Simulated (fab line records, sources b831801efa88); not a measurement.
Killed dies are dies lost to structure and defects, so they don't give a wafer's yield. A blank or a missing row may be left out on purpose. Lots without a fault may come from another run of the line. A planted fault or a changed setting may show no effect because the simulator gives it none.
fab line records | flow gf180mcu
record lots=5 wafers=15 last_day=34
route steps=602 shown MVPSD@84 VT_IMPLANT@90
lots that met no fault: from a run of the same line without faults
start_h: hours from the record's first day to the start of the lot's first wafer shown | wait_h: hours since the lot's step before | " the same as in the row above | L1.1+2: a row that stands for several wafers | - no value, or no start given | * or withheld: withheld | < > ~ a bound
route shown NAME@n: a module of which the file shows steps, and the number in the route of the first | usual: mean/standard deviation of fault-free wafers | same: alike in all rows | chamber/n: place in a boat | sites: the reading at each site | _std_site: their standard deviation | _edge_site: outer sites' mean less inner sites' | radius_mm: how far each site lies from the wafer's centre | mask NAME#n: copy n | behind: the tool/chamber that last shaped the wafer | hold: why the lot was held/for how many hours/how that ended | device: the transistor (n, p or np) that didn't switch | end of line: the same wafers' tests at the end of the route | a step without rows: its recipe alone | killed: dies lost to structure and defects at the first sort, not the wafer's yield | map: a wafer's dies, x killed, . not, _ none there
set.NAME: the setting as run; set.NAME@STEP: as run at that earlier step | model.NAME: the simulator's own value behind a step, which no gauge read
lots at some steps of the route; a table a step, a row a wafer
services: from which hour (start_h, from the record's first day; less than 0 if before it) a tool's chamber was out of use, for how many hours, and why
## steps
# step GF_MVPSD_DEVELOP_06
# recipe wall_angle_deg=90 develop_time_s=60 dev_temp_c=23
# usual resist_line_temp_C=23.01/0.11
# columns lot.wafer tool chamber start_h wait_h resist_line_temp_C
L075.3 litho_track-02 0 - - 22.81
L075.5 " 0 " " 22.89
L075.6 " 0 " " 22.94
L078.2 litho_track-04 0 - - 23.16
L078.3 " 0 " " 23.14
L078.4 " 0 " " 22.96
L088.1 litho_track-02 0 - - 23.05
L088.2 " 0 " " 23.05
L088.4 " 0 " " 23.04
L095.2 litho_track-04 0 - - 22.95
L095.5 " 0 " " 22.84
L095.6 " 0 " " 22.86
L097.3 litho_track-03 0 - - 22.97
L097.4 " 0 " " 23.00
L097.5 " 0 " " 23.05
# step GF_MVPSD_OVL_MEAS_07
# usual MVPSD_OVL=0.2/1.5
# columns lot.wafer tool chamber start_h wait_h MVPSD_OVL[nm]
L075.3 overlay-02 - 103.44 - -1.8
L075.5 " - " " -2.4
L075.6 " - " " -1.5
L078.2 overlay-01 - 118.85 - 0.3
L078.3 " - " " 0.0
L078.4 " - " " 0.2
L088.1 overlay-02 - 180.02 - 0.3
L088.2 " - " " 1.1
L088.4 " - " " 1.4
L095.2 overlay-02 - 224.49 - 1.3
L095.5 " - " " 3.0
L095.6 " - " " 1.6
L097.3 overlay-02 - 235.03 - 0.8
L097.4 " - " " 0.0
L097.5 " - " " -0.3
# step GF_MVPSD_IMPLANT_08
# recipe species=B energy_kev=170 dose_cm2=1.5e+13 tilt_deg=0
# columns lot.wafer tool chamber start_h wait_h
L075.3+5+6 implanter-04 0 103.51 0.1
L078.2+3+4 implanter-01 0 118.90 0.0
L088.1+2+4 implanter-02 0 180.06 0.0
L095.2+5+6 implanter-02 0 224.55 0.0
L097.3+4+5 implanter-01 0 235.10 0.1
# step GF_MVPSD_IMPLANT_09
# recipe species=B energy_kev=40 dose_cm2=5e+12 tilt_deg=0
# columns lot.wafer tool chamber start_h wait_h
L075.3+5+6 implanter-04 0 103.66 0.1
L078.2+3+4 implanter-01 0 119.05 0.1
L088.1+2+4 implanter-02 0 180.21 0.1
L095.2+5+6 implanter-02 0 224.70 0.1
L097.3+4+5 implanter-01 0 235.25 0.1
# step GF_MVPSD_STRIP_10
# recipe chemistry=O2/N2 power_w=1400 pressure_mtorr=1500 platen_temp_c=250 o2_flow_sccm=3000 n2_flow_sccm=300 overash_fraction=0.5
# usual drypump_motor_current_A=5.71/0.16 heater_power_w=360/29 oes_product_au=0.722/0.005 strip_time_to_endpoint_s=36.95/0.092
# same overash_fraction=0.5
# columns lot.wafer tool chamber start_h wait_h drypump_motor_current_A heater_power_w oes_product_au rf_hours_counter_h strip_time_to_endpoint_s
L075.3 plasma_asher-03 0 103.79 0.1 5.55 380 0.720 - 37.02
L075.5 " 1 " " 5.67 355 0.721 - 37.06
L075.6 " 0 " " 5.56 382 0.714 - 37.12
L078.2 plasma_asher-02 0 119.18 0.1 6.02 419 0.722 0 36.92
L078.3 " 1 " " 5.49 343 0.723 - 36.89
L078.4 " 0 " " 6.00 418 0.726 - 36.92
L088.1 plasma_asher-04 0 180.36 0.1 5.84 340 0.722 51 36.88
L088.2 " 1 " " 5.72 338 0.730 51 36.90
L088.4 " 1 " " 5.74 331 0.712 - 37.01
L095.2 plasma_asher-04 1 224.82 0.1 5.73 336 0.725 56 37.02
L095.5 " 1 " " 5.73 326 0.726 - 37.02
L095.6 " 0 " " 5.81 342 0.711 - 37.06
L097.3 plasma_asher-02 1 235.38 0.1 5.49 351 0.720 - 37.14
L097.4 " 0 " " 6.03 424 0.725 - 37.13
L097.5 " 0 " " 6.02 424 0.727 - 37.12
# step GF_MVPSD_TW_MEAS_11
# usual MVPSD_TW=556/3.1
# columns lot.wafer tool chamber start_h wait_h MVPSD_TW
L075.3 film_metro-02 - 103.88 0.1 553
L075.5 " - " " 551
L075.6 " - " " 554
L078.2 film_metro-01 - 119.29 0.1 555
L078.3 " - " " 555
L078.4 " - " " 559
L088.1 film_metro-01 - 180.46 0.1 561
L088.2 " - " " 561
L088.4 " - " " 562
L095.2 film_metro-04 - 224.93 0.1 555
L095.5 " - " " 554
L095.6 " - " " 556
L097.3 film_metro-04 - 235.47 0.1 554
L097.4 " - " " 555
L097.5 " - " " 555
# step GF_VT_IMPLANT_DEHYDRATE_00
# recipe temp_c=200 time_s=60
# usual resist_line_temp_C=22.99/0.1
# columns lot.wafer tool chamber start_h wait_h resist_line_temp_C
L075.3 litho_track-01 0 110.20 6.3 23.05
L075.5 " 0 " " 22.90
L075.6 " 0 " " 22.97
L078.2 litho_track-01 0 125.23 5.9 22.86
L078.3 " 0 " " 22.91
L078.4 " 0 " " 22.88
L088.1 litho_track-01 0 188.30 7.8 22.86
L088.2 " 0 " " 22.98
L088.4 " 0 " " 22.83
L095.2 litho_track-01 0 232.88 7.9 22.89
L095.5 " 0 " " 22.98
L095.6 " 0 " " 22.93
L097.3 litho_track-01 0 244.25 8.8 22.97
L097.4 " 0 " " 22.91
L097.5 " 0 " " 22.97
# step GF_VT_IMPLANT_HMDS_01
# recipe prime_time_s=60 prime_temp_c=120
# usual resist_line_temp_C=23.03/0.11
# columns lot.wafer tool chamber start_h wait_h resist_line_temp_C
L075.3 litho_track-01 0 110.35 0.1 23.19
L075.5 " 0 " " 23.00
L075.6 " 0 " " 23.07
L078.2 litho_track-01 0 125.38 0.1 23.15
L078.3 " 0 " " 23.06
L078.4 " 0 " " 23.12
L088.1 litho_track-01 0 188.45 0.1 23.07
L088.2 " 0 " " 23.08
L088.4 " 0 " " 23.19
L095.2 litho_track-01 0 233.03 0.1 23.05
L095.5 " 0 " " 23.08
L095.6 " 0 " " 23.05
L097.3 litho_track-01 0 244.40 0.1 23.13
L097.4 " 0 " " 22.90
L097.5 " 0 " " 23.05
# step GF_VT_IMPLANT_COAT_02
# recipe resist=NOVOLAK spin_rpm=3000 resist_thk_nm=1000
# usual resist_line_temp_C=23.00/0.12 spin_speed_rpm=2999.8/2.1
# columns lot.wafer tool chamber start_h wait_h resist_line_temp_C spin_speed_rpm
L075.3 litho_track-01 0 110.50 0.1 23.04 3001.4
L075.5 " 0 " " 23.06 3001.1
L075.6 " 0 " " 22.96 3000.6
L078.2 litho_track-01 0 125.53 0.1 23.02 2998.8
L078.3 " 0 " " 22.85 2996.5
L078.4 " 0 " " 22.77 2999.6
L088.1 litho_track-01 0 188.60 0.1 23.05 2998.7
L088.2 " 0 " " 23.02 3002.7
L088.4 " 0 " " 23.00 3002.3
L095.2 litho_track-01 0 233.18 0.1 23.18 2999.7
L095.5 " 0 " " 23.33 2998.0
L095.6 " 0 " " 23.20 3000.0
L097.3 litho_track-01 0 244.55 0.1 22.96 3001.6
L097.4 " 0 " " 22.86 3000.5
L097.5 " 0 " " 22.75 3001.0
# step GF_VT_IMPLANT_SOFTBAKE_03
# recipe temp_c=90 time_s=60 resist=NOVOLAK
# usual resist_line_temp_C=22.99/0.12
# columns lot.wafer tool chamber start_h wait_h resist_line_temp_C
L075.3 litho_track-01 0 110.65 0.1 22.92
L075.5 " 0 " " 23.00
L075.6 " 0 " " 23.15
L078.2 litho_track-01 0 125.68 0.1 22.90
L078.3 " 0 " " 22.92
L078.4 " 0 " " 22.88
L088.1 litho_track-01 0 188.75 0.1 22.99
L088.2 " 0 " " 22.84
L088.4 " 0 " " 22.91
L095.2 litho_track-01 0 233.33 0.1 22.93
L095.5 " 0 " " 22.94
L095.6 " 0 " " 22.96
L097.3 litho_track-01 0 244.70 0.1 23.04
L097.4 " 0 " " 22.91
L097.5 " 0 " " 23.07
# step GF_VT_IMPLANT_EXPOSE_04
# recipe mask_id=LVPWELL_LV_AREA target_cd_nm=600 na=0.6 source_shape=conventional sigma_outer=0.6 dose_mj=140
# columns lot.wafer tool chamber start_h wait_h mask
L075.3+5+6 iline_stepper-01 0 - - LVPWELL_LV_AREA#0
L078.2+3+4 iline_stepper-01 0 - - LVPWELL_LV_AREA#0
L088.1+2+4 iline_stepper-02 0 - - LVPWELL_LV_AREA#0
L095.2+5+6 iline_stepper-01 0 - - LVPWELL_LV_AREA#0
L097.3+4+5 iline_stepper-01 0 - - LVPWELL_LV_AREA#0
# step GF_VT_IMPLANT_PEB_05
# recipe temp_c=withheld time_s=* resist=NOVOLAK
# usual resist_line_temp_C=*
# columns lot.wafer tool chamber start_h wait_h resist_line_temp_C
L075.3 litho_track-03 0 - - *
L075.5 " 0 " " *
L075.6 " 0 " " *
L078.2 litho_track-02 0 - - *
L078.3 " 0 " " *
L078.4 " 0 " " *
L088.1 litho_track-01 0 - - *
L088.2 " 0 " " *
L088.4 " 0 " " *
L095.2 litho_track-03 0 - - *
L095.5 " 0 " " *
L095.6 " 0 " " *
L097.3 litho_track-03 0 - - *
L097.4 " 0 " " *
L097.5 " 0 " " *
# step GF_VT_IMPLANT_DEVELOP_06
# recipe develop_time_s=60 dev_temp_c=23
# usual resist_line_temp_C=23.01/0.11
# columns lot.wafer tool chamber start_h wait_h resist_line_temp_C
L075.3 litho_track-03 0 117.41 0.1 23.02
L075.5 " 0 " " 23.08
L075.6 " 0 " " 23.22
L078.2 litho_track-02 0 132.95 0.1 22.95
L078.3 " 0 " " 22.97
L078.4 " 0 " " 22.95
L088.1 litho_track-01 0 196.90 0.1 22.87
L088.2 " 0 " " 22.88
L088.4 " 0 " " 23.17
L095.2 litho_track-03 0 242.74 0.1 22.94
L095.5 " 0 " " 23.03
L095.6 " 0 " " 23.08
L097.3 litho_track-03 0 254.31 0.1 22.89
L097.4 " 0 " " 22.96
L097.5 " 0 " " 22.92
# step GF_VT_IMPLANT_OVL_MEAS_07
# usual VT_IMPLANT_OVL=-0.1/1.6
# columns lot.wafer tool chamber start_h wait_h VT_IMPLANT_OVL[nm]
L075.3 overlay-01 - 117.53 0.1 1.0
L075.5 " - " " 0.6
L075.6 " - " " 1.6
L078.2 overlay-02 - 133.08 0.1 -0.1
L078.3 " - " " 0.3
L078.4 " - " " -0.9
L088.1 overlay-02 - 197.05 0.1 1.8
L088.2 " - " " -0.3
L088.4 " - " " 1.9
L095.2 overlay-01 - 242.87 0.1 0.6
L095.5 " - " " -0.2
L095.6 " - " " 2.2
L097.3 overlay-02 - 254.42 0.1 1.6
L097.4 " - " " 1.9
L097.5 " - " " 1.8
# step GF_VT_IMPLANT_IMPLANT_08
# recipe species=BF2 energy_kev=20 dose_cm2=8.29e+12 tilt_deg=7
# columns lot.wafer tool chamber start_h wait_h
L075.3+5+6 implanter-02 0 117.60 0.1
L078.2+3+4 implanter-03 0 133.14 0.0
L088.1+2+4 implanter-01 0 197.09 0.0
L095.2+5+6 implanter-02 0 242.92 0.0
L097.3+4+5 implanter-03 0 254.50 0.1
# step GF_VT_IMPLANT_STRIP_09
# recipe chemistry=O2/N2 power_w=1400 pressure_mtorr=1500 platen_temp_c=250 o2_flow_sccm=3000 n2_flow_sccm=300 overash_fraction=0.5
# usual drypump_motor_current_A=5.5/0.39 heater_power_w=358/30 oes_product_au=0.716/0.0044 strip_time_to_endpoint_s=12.63/0.04
# same overash_fraction=0.5
# columns lot.wafer tool chamber start_h wait_h drypump_motor_current_A heater_power_w oes_product_au rf_hours_counter_h strip_time_to_endpoint_s
L075.3 plasma_asher-03 1 117.73 0.1 5.7 342 0.712 - 12.69
L075.5 " 1 " " 5.6 352 0.712 - 12.64
L075.6 " 0 " " 5.6 376 0.721 - 12.68
L078.2 plasma_asher-03 0 133.26 0.1 5.6 391 0.712 35 12.68
L078.3 " 0 " " 5.6 396 0.706 - 12.64
L078.4 " 1 " " 5.7 357 0.715 - 12.67
L088.1 plasma_asher-01 0 197.24 0.1 4.8 333 0.715 54 12.62
L088.2 " 1 " " 5.9 335 0.712 54 12.63
L088.4 " 1 " " 5.9 332 0.713 - 12.61
L095.2 plasma_asher-01 0 243.05 0.1 4.8 324 0.720 59 12.62
L095.5 " 0 " " 4.8 335 0.713 - 12.57
L095.6 " 1 " " 5.9 335 0.712 - 12.62
L097.3 plasma_asher-01 0 254.63 0.1 4.8 335 0.707 - 12.57
L097.4 " 1 " " 5.9 326 0.722 - 12.58
L097.5 " 0 " " 4.8 330 0.717 - 12.57
# step GF_VT_IMPLANT_TW_MEAS_10
# usual VT_IMPLANT_TW=566.5/2.8
# columns lot.wafer tool chamber start_h wait_h VT_IMPLANT_TW
L075.3 film_metro-03 - 117.82 0.1 564.7
L075.5 " - " " 566.6
L075.6 " - " " 564.1
L078.2 film_metro-01 - 133.37 0.1 570.3
L078.3 " - " " 567.5
L078.4 " - " " 567.5
L088.1 film_metro-01 - 197.34 0.1 565.1
L088.2 " - " " 569.1
L088.4 " - " " 566.8
L095.2 film_metro-01 - 243.16 0.1 563.2
L095.5 " - " " 567.7
L095.6 " - " " 564.0
L097.3 film_metro-01 - 254.72 0.1 566.0
L097.4 " - " " 563.6
L097.5 " - " " 561.8
# step GF_VT_IMPLANT_DEHYDRATE_11
# recipe temp_c=200 time_s=60
# usual resist_line_temp_C=23.00/0.12
# columns lot.wafer tool chamber start_h wait_h resist_line_temp_C
L075.3 litho_track-03 0 124.66 6.8 23.00
L075.5 " 0 " " 23.09
L075.6 " 0 " " 23.13
L078.2 litho_track-02 0 140.65 7.3 22.93
L078.3 " 0 " " 22.92
L078.4 " 0 " " 22.91
L088.1 litho_track-03 0 205.36 8.0 23.05
L088.2 " 0 " " 23.00
L088.4 " 0 " " 23.10
L095.2 litho_track-02 0 252.00 8.8 23.13
L095.5 " 0 " " 23.00
L095.6 " 0 " " 22.92
L097.3 litho_track-02 0 263.47 8.7 23.07
L097.4 " 0 " " 22.98
L097.5 " 0 " " 22.97
# step GF_VT_IMPLANT_HMDS_12
# recipe prime_time_s=60 prime_temp_c=120
# usual resist_line_temp_C=23.01/0.11
# columns lot.wafer tool chamber start_h wait_h resist_line_temp_C
L075.3 litho_track-03 0 124.81 0.1 23.11
L075.5 " 0 " " 23.12
L075.6 " 0 " " 23.01
L078.2 litho_track-02 0 140.80 0.1 23.09
L078.3 " 0 " " 23.10
L078.4 " 0 " " 23.17
L088.1 litho_track-03 0 205.51 0.1 23.17
L088.2 " 0 " " 23.06
L088.4 " 0 " " 23.24
L095.2 litho_track-02 0 252.15 0.1 22.92
L095.5 " 0 " " 22.92
L095.6 " 0 " " 22.88
L097.3 litho_track-02 0 263.62 0.1 23.03
L097.4 " 0 " " 23.23
L097.5 " 0 " " 23.06
# step GF_VT_IMPLANT_COAT_13
# recipe resist=NOVOLAK spin_rpm=3000 resist_thk_nm=1000
# usual resist_line_temp_C=22.99/0.11 spin_speed_rpm=2999.7/2.2
# columns lot.wafer tool chamber start_h wait_h resist_line_temp_C spin_speed_rpm
L075.3 litho_track-03 0 124.96 0.1 23.02 2999.0
L075.5 " 0 " " 23.00 3001.9
L075.6 " 0 " " 23.08 3000.0
L078.2 litho_track-02 0 140.95 0.1 22.89 2996.3
L078.3 " 0 " " 22.94 2997.7
L078.4 " 0 " " 22.86 2998.2
L088.1 litho_track-03 0 205.66 0.1 22.83 2999.1
L088.2 " 0 " " 22.93 2998.4
L088.4 " 0 " " 23.07 2997.9
L095.2 litho_track-02 0 252.30 0.1 23.14 3000.9
L095.5 " 0 " " 23.06 3000.3
L095.6 " 0 " " 23.01 2999.7
L097.3 litho_track-02 0 263.77 0.1 22.97 3000.4
L097.4 " 0 " " 22.93 3001.7
L097.5 " 0 " " 22.95 3003.6
# step GF_VT_IMPLANT_SOFTBAKE_14
# recipe temp_c=90 time_s=60 resist=NOVOLAK
# usual resist_line_temp_C=23.02/0.11
# columns lot.wafer tool chamber start_h wait_h resist_line_temp_C
L075.3 litho_track-03 0 125.11 0.1 22.77
L075.5 " 0 " " 22.89
L075.6 " 0 " " 22.82
L078.2 litho_track-02 0 141.10 0.1 23.08
L078.3 " 0 " " 23.05
L078.4 " 0 " " 22.91
L088.1 litho_track-03 0 205.81 0.1 23.06
L088.2 " 0 " " 23.06
L088.4 " 0 " " 22.93
L095.2 litho_track-02 0 252.45 0.1 22.83
L095.5 " 0 " " 22.72
L095.6 " 0 " " 22.93
L097.3 litho_track-02 0 263.92 0.1 22.94
L097.4 " 0 " " 22.92
L097.5 " 0 " " 22.91
# step GF_VT_IMPLANT_EXPOSE_15
# recipe mask_id=Nwell_LV_AREA target_cd_nm=860 na=0.6 source_shape=conventional sigma_outer=0.6 dose_mj=137.2
# columns lot.wafer tool chamber start_h wait_h mask
L075.3+5+6 iline_stepper-02 0 - - Nwell_LV_AREA#0
L078.2+3+4 iline_stepper-02 0 - - Nwell_LV_AREA#0
L088.1+2+4 iline_stepper-02 0 - - Nwell_LV_AREA#0
L095.2+5+6 iline_stepper-01 0 - - Nwell_LV_AREA#0
L097.3+4+5 iline_stepper-02 0 - - Nwell_LV_AREA#0
# step GF_VT_IMPLANT_PEB_16
# recipe temp_c=withheld time_s=* resist=NOVOLAK
# usual resist_line_temp_C=*
# columns lot.wafer tool chamber start_h wait_h resist_line_temp_C
L075.3 litho_track-03 0 - - *
L075.5 " 0 " " *
L075.6 " 0 " " *
L078.2 litho_track-03 0 - - *
L078.3 " 0 " " *
L078.4 " 0 " " *
L088.1 litho_track-01 0 - - *
L088.2 " 0 " " *
L088.4 " 0 " " *
L095.2 litho_track-02 0 - - *
L095.5 " 0 " " *
L095.6 " 0 " " *
L097.3 litho_track-03 0 - - *
L097.4 " 0 " " *
L097.5 " 0 " " *
# step GF_VT_IMPLANT_DEVELOP_17
# recipe develop_time_s=60 dev_temp_c=23
# usual resist_line_temp_C=22.99/0.1
# columns lot.wafer tool chamber start_h wait_h resist_line_temp_C
L075.3 litho_track-03 0 132.76 0.1 23.16
L075.5 " 0 " " 23.09
L075.6 " 0 " " 23.08
L078.2 litho_track-03 0 148.59 0.1 22.80
L078.3 " 0 " " 23.01
L078.4 " 0 " " 22.88
L088.1 litho_track-01 0 214.35 0.1 22.91
L088.2 " 0 " " 22.96
L088.4 " 0 " " 22.84
L095.2 litho_track-02 0 262.00 0.1 23.05
L095.5 " 0 " " 22.98
L095.6 " 0 " " 22.95
L097.3 litho_track-03 0 273.81 0.1 23.01
L097.4 " 0 " " 22.98
L097.5 " 0 " " 23.06
# step GF_VT_IMPLANT_OVL_MEAS_18
# usual VT_IMPLANT_01_OVL=-0.3/1.2
# columns lot.wafer tool chamber start_h wait_h VT_IMPLANT_01_OVL[nm]
L075.3 overlay-02 - 132.88 0.1 -0.4
L075.5 " - " " -0.9
L075.6 " - " " -0.1
L078.2 overlay-02 - 148.72 0.1 0.6
L078.3 " - " " 0.5
L078.4 " - " " 0.1
L088.1 overlay-02 - 214.50 0.1 -0.1
L088.2 " - " " -0.4
L088.4 " - " " 0.4
L095.2 overlay-02 - 262.13 0.1 0.2
L095.5 " - " " -1.6
L095.6 " - " " -1.1
L097.3 overlay-01 - 273.92 0.1 1.8
L097.4 " - " " 0.7
L097.5 " - " " 0.7
# step GF_VT_IMPLANT_IMPLANT_19
# recipe species=As energy_kev=100 dose_cm2=4.35e+12 tilt_deg=7
# columns lot.wafer tool chamber start_h wait_h
L075.3+5+6 implanter-01 0 132.95 0.1
L078.2+3+4 implanter-03 0 148.78 0.0
L088.1+2+4 implanter-01 0 214.54 0.0
L095.2+5+6 implanter-02 0 262.18 0.0
L097.3+4+5 implanter-02 0 274.00 0.1
# step GF_VT_IMPLANT_STRIP_20
# recipe chemistry=O2/N2 power_w=1400 pressure_mtorr=1500 platen_temp_c=250 o2_flow_sccm=3000 n2_flow_sccm=300 overash_fraction=0.5
# usual drypump_motor_current_A=5.5/0.41 heater_power_w=357/29 oes_product_au=0.716/0.0044 strip_time_to_endpoint_s=12.62/0.033
# same overash_fraction=0.5
# columns lot.wafer tool chamber start_h wait_h drypump_motor_current_A heater_power_w oes_product_au rf_hours_counter_h strip_time_to_endpoint_s
L075.3 plasma_asher-01 1 133.08 0.1 5.9 329 0.712 - 12.64
L075.5 " 0 " " 4.8 328 0.716 - 12.63
L075.6 " 1 " " 5.9 330 0.713 - 12.64
L078.2 plasma_asher-01 1 148.90 0.1 5.9 326 0.719 49 12.58
L078.3 " 0 " " 4.8 332 0.724 - 12.61
L078.4 " 1 " " 5.9 328 0.716 - 12.58
L088.1 plasma_asher-03 0 214.69 0.1 5.6 383 0.712 44 12.60
L088.2 " 1 " " 5.7 354 0.708 44 12.60
L088.4 " 0 " " 5.5 395 0.715 - 12.63
L095.2 plasma_asher-02 0 262.31 0.1 6.0 422 0.715 14 12.61
L095.5 " 0 " " 6.0 424 0.712 - 12.59
L095.6 " 1 " " 5.5 352 0.720 - 12.60
L097.3 plasma_asher-01 0 274.13 0.1 4.8 340 0.725 - 12.60
L097.4 " 1 " " 5.9 331 0.717 - 12.58
L097.5 " 1 " " 5.9 334 0.712 - 12.61
# step GF_VT_IMPLANT_TW_MEAS_21
# usual VT_IMPLANT_2_TW=1220/6.8
# columns lot.wafer tool chamber start_h wait_h VT_IMPLANT_2_TW
L075.3 film_metro-02 - 133.17 0.1 1216
L075.5 " - " " 1209
L075.6 " - " " 1208
L078.2 film_metro-01 - 149.01 0.1 1228
L078.3 " - " " 1219
L078.4 " - " " 1229
L088.1 film_metro-03 - 214.79 0.1 1219
L088.2 " - " " 1218
L088.4 " - " " 1218
L095.2 film_metro-01 - 262.42 0.1 1216
L095.5 " - " " 1214
L095.6 " - " " 1217
L097.3 film_metro-01 - 274.22 0.1 1221
L097.4 " - " " 1217
L097.5 " - " " 1218
# step GF_VT_IMPLANT_DEHYDRATE_22
# recipe temp_c=200 time_s=60
# usual resist_line_temp_C=22.99/0.11
# columns lot.wafer tool chamber start_h wait_h resist_line_temp_C
L075.3 litho_track-01 0 140.35 7.2 23.14
L075.5 " 0 " " 22.98
L075.6 " 0 " " 23.20
L078.2 litho_track-01 0 157.03 8.0 22.88
L078.3 " 0 " " 22.90
L078.4 " 0 " " 22.97
L088.1 litho_track-03 0 223.26 8.5 23.19
L088.2 " 0 " " 22.98
L088.4 " 0 " " 23.18
L095.2 litho_track-02 0 272.00 9.6 23.04
L095.5 " 0 " " 23.14
L095.6 " 0 " " 23.23
L097.3 litho_track-01 0 283.40 9.2 23.16
L097.4 " 0 " " 23.07
L097.5 " 0 " " 23.10
# step GF_VT_IMPLANT_HMDS_23
# recipe prime_time_s=60 prime_temp_c=120
# usual resist_line_temp_C=23.01/0.1
# columns lot.wafer tool chamber start_h wait_h resist_line_temp_C
L075.3 litho_track-01 0 140.50 0.1 23.11
L075.5 " 0 " " 23.25
L075.6 " 0 " " 23.04
L078.2 litho_track-01 0 157.18 0.1 22.95
L078.3 " 0 " " 23.11
L078.4 " 0 " " 23.01
L088.1 litho_track-03 0 223.41 0.1 22.95
L088.2 " 0 " " 22.77
L088.4 " 0 " " 22.98
L095.2 litho_track-02 0 272.15 0.1 23.09
L095.5 " 0 " " 22.91
L095.6 " 0 " " 22.95
L097.3 litho_track-01 0 283.55 0.1 23.10
L097.4 " 0 " " 23.09
L097.5 " 0 " " 22.98
# step GF_VT_IMPLANT_COAT_24
# recipe resist=NOVOLAK spin_rpm=3000 resist_thk_nm=1000
# usual resist_line_temp_C=23.03/0.1 spin_speed_rpm=2999.7/2.1
# columns lot.wafer tool chamber start_h wait_h resist_line_temp_C spin_speed_rpm
L075.3 litho_track-01 0 140.65 0.1 23.11 2998.9
L075.5 " 0 " " 23.14 3002.2
L075.6 " 0 " " 23.09 2997.4
L078.2 litho_track-01 0 157.33 0.1 23.09 2999.8
L078.3 " 0 " " 23.17 2995.8
L078.4 " 0 " " 22.92 2998.7
L088.1 litho_track-03 0 223.56 0.1 23.05 2999.7
L088.2 " 0 " " 23.00 2999.1
L088.4 " 0 " " 22.91 2996.9
L095.2 litho_track-02 0 272.30 0.1 23.27 3001.5
L095.5 " 0 " " 23.23 2999.2
L095.6 " 0 " " 23.17 3001.4
L097.3 litho_track-01 0 283.70 0.1 23.04 2999.8
L097.4 " 0 " " 23.12 3001.6
L097.5 " 0 " " 23.12 2998.4
# step GF_VT_IMPLANT_SOFTBAKE_25
# recipe temp_c=90 time_s=60 resist=NOVOLAK
# usual resist_line_temp_C=23.00/0.097
# columns lot.wafer tool chamber start_h wait_h resist_line_temp_C
L075.3 litho_track-01 0 140.80 0.1 23.00
L075.5 " 0 " " 23.03
L075.6 " 0 " " 22.98
L078.2 litho_track-01 0 157.48 0.1 23.05
L078.3 " 0 " " 22.92
L078.4 " 0 " " 23.19
L088.1 litho_track-03 0 223.71 0.1 23.08
L088.2 " 0 " " 23.07
L088.4 " 0 " " 23.09
L095.2 litho_track-02 0 272.45 0.1 23.07
L095.5 " 0 " " 23.05
L095.6 " 0 " " 23.03
L097.3 litho_track-01 0 283.85 0.1 23.10
L097.4 " 0 " " 23.02
L097.5 " 0 " " 23.19
# step GF_VT_IMPLANT_EXPOSE_26
# recipe mask_id=LVPWELL_HV_AREA target_cd_nm=860 na=0.6 source_shape=conventional sigma_outer=0.6 dose_mj=140
# columns lot.wafer tool chamber start_h wait_h mask
L075.3+5+6 iline_stepper-01 0 - - LVPWELL_HV_AREA#0
L078.2+3+4 iline_stepper-01 0 - - LVPWELL_HV_AREA#0
L088.1+2+4 iline_stepper-02 0 - - LVPWELL_HV_AREA#0
L095.2+5+6 iline_stepper-02 0 - - LVPWELL_HV_AREA#0
L097.3+4+5 iline_stepper-02 0 - - LVPWELL_HV_AREA#0
# step GF_VT_IMPLANT_PEB_27
# recipe temp_c=withheld time_s=* resist=NOVOLAK
# usual resist_line_temp_C=*
# columns lot.wafer tool chamber start_h wait_h resist_line_temp_C
L075.3 litho_track-03 0 - - *
L075.5 " 0 " " *
L075.6 " 0 " " *
L078.2 litho_track-01 0 - - *
L078.3 " 0 " " *
L078.4 " 0 " " *
L088.1 litho_track-03 0 - - *
L088.2 " 0 " " *
L088.4 " 0 " " *
L095.2 litho_track-01 0 - - *
L095.5 " 0 " " *
L095.6 " 0 " " *
L097.3 litho_track-03 0 - - *
L097.4 " 0 " " *
L097.5 " 0 " " *
# step GF_VT_IMPLANT_DEVELOP_28
# recipe develop_time_s=60 dev_temp_c=23
# usual resist_line_temp_C=22.99/0.1
# columns lot.wafer tool chamber start_h wait_h resist_line_temp_C
L075.3 litho_track-03 0 148.31 0.1 22.89
L075.5 " 0 " " 22.99
L075.6 " 0 " " 22.78
L078.2 litho_track-01 0 165.08 0.1 22.98
L078.3 " 0 " " 22.95
L078.4 " 0 " " 22.97
L088.1 litho_track-03 0 232.46 0.1 22.93
L088.2 " 0 " " 22.95
L088.4 " 0 " " 22.84
L095.2 litho_track-01 0 281.87 0.1 23.07
L095.5 " 0 " " 23.00
L095.6 " 0 " " 22.91
L097.3 litho_track-03 0 293.86 0.1 22.84
L097.4 " 0 " " 23.00
L097.5 " 0 " " 22.94
# step GF_VT_IMPLANT_OVL_MEAS_29
# usual VT_IMPLANT_02_OVL=0.9/1.3
# columns lot.wafer tool chamber start_h wait_h VT_IMPLANT_02_OVL[nm]
L075.3 overlay-01 - 148.43 0.1 0.4
L075.5 " - " " 1.1
L075.6 " - " " 2.0
L078.2 overlay-02 - 165.21 0.1 2.1
L078.3 " - " " 0.5
L078.4 " - " " 1.0
L088.1 overlay-01 - 232.61 0.1 2.3
L088.2 " - " " 0.7
L088.4 " - " " 0.7
L095.2 overlay-01 - 282.01 0.1 -1.5
L095.5 " - " " -1.2
L095.6 " - " " -0.6
L097.3 overlay-01 - 293.97 0.1 1.8
L097.4 " - " " 0.4
L097.5 " - " " 0.9
# step GF_VT_IMPLANT_IMPLANT_30
# recipe species=B energy_kev=25 dose_cm2=2.534e+12 tilt_deg=7
# columns lot.wafer tool chamber start_h wait_h
L075.3+5+6 implanter-02 0 148.50 0.1
L078.2+3+4 implanter-03 0 165.26 0.0
L088.1+2+4 implanter-03 0 232.65 0.0
L095.2+5+6 implanter-03 0 282.06 0.0
L097.3+4+5 implanter-01 0 294.05 0.1
## services
# columns tool chamber start_h hours kind
implanter-01 - 84.19 3.8 repair
iline_stepper-02 - 93.64 1.7 pm
plasma_asher-02 - 108.75 9.0 pm
plasma_asher-04 - 111.14 4.3 pm
implanter-03 - 117.46 2.0 repair
implanter-01 - 120.24 1.1 repair
implanter-02 - 121.30 5.0 pm
implanter-03 - 121.94 4.3 repair
implanter-03 - 139.54 2.5 repair
implanter-04 - 176.15 6.6 pm
iline_stepper-01 - 180.15 8.9 pm
plasma_asher-02 - 185.62 0.9 repair
iline_stepper-01 - 191.03 10.4 repair
plasma_asher-02 - 192.89 10.8 repair
plasma_asher-04 - 193.92 1.0 repair
implanter-03 - 220.35 4.9 pm
plasma_asher-04 - 222.60 1.4 repair
implanter-04 - 246.87 8.5 repair
iline_stepper-02 - 249.07 8.2 repair
iline_stepper-02 - 253.05 3.4 repair
implanter-04 - 276.51 6.8 repair
implanter-01 - 281.00 4.9 repair
iline_stepper-01 - 285.63 2.1 repair
implanter-03 - 293.04 2.6 repair
## key
fault none
